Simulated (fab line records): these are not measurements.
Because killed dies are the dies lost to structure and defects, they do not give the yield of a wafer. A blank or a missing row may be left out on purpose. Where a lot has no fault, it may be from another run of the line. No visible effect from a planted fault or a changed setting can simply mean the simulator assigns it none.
Which tool was responsible?	flow gf180mcu	Sampling: 7 lots, 21 wafers, 2 of 602 route steps

## WHAT EACH GAUGE READ, for each wafer
GF_DNWELL_TW_MEAS_09.
lot	measured	on	DNWELL_TW
L424	day 3 00:38	film_metro-01	1353 1344 1348
L427	day 3 16:07	film_metro-02	1357 1352 1346
L429	day 4 03:04	film_metro-01	1354 1349 1354
L431	day 4 15:19	film_metro-03	1358 1362 1361
L433	day 4 23:49	film_metro-01	1359 1354 1353
L442	day 7 03:28	film_metro-03	1518 1527 1515
L445	day 7 15:55	film_metro-03	1364 1355 1356

## TOOL THAT RAN EACH LOT (tool first, then ch and the chambers of the sampled wafers, then the start)
lot	GF_DNWELL_IMPLANT_07
L424	implanter-01 ch 0, day 3 00:23
L427	implanter-04 ch 0, day 3 15:52
L429	implanter-04 ch 0, day 4 02:49
L431	implanter-03 ch 0, day 4 15:06
L433	implanter-03 ch 0, day 4 23:25
L442	implanter-01 ch 0, day 7 03:13
L445	implanter-03 ch 0, day 7 15:40
- GF_DNWELL_IMPLANT_07

## THE ANSWER, worked out from the rows above alone
Rule: usual is defined by the lots themselves. Put in order of their means at a reading, lots are off if they are a third of the lots or fewer, leave a main group of 4 or more, and stand apart from it by a gap of 3 or more times the standard deviation of the main group's means; of several such gaps the widest counts. The tables above print the reading to a certain number of digits; a main group whose means all agree to those digits is not used. A lot without any number at a reading at which 4 lots or more have one is off too. Any other lot the step has rows for is counted as sound.
Off: L442, seen at GF_DNWELL_TW_MEAS_09 (DNWELL_TW). The main group has a mean of 1354 with a standard deviation of 4.1.
If a tool, at a process step before that reading, ran all the lots that are off and no sound lot after the first of them, it fits. Those tools and the gauges at GF_DNWELL_TW_MEAS_09 are tried in the same way. One candidate fits, namely implanter-01 at GF_DNWELL_IMPLANT_07. Its last sound lot is L424 (day 3 00:23), its first lot that is off L442 (day 7 03:13): a fault that began between those two fits.

## WHAT THE SIMULATOR PUT IN
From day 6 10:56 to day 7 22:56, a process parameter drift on implanter-01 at GF_DNWELL_IMPLANT_07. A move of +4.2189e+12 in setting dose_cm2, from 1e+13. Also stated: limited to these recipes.
Struck lots among those shown: L442. The rule above reached the same finding.
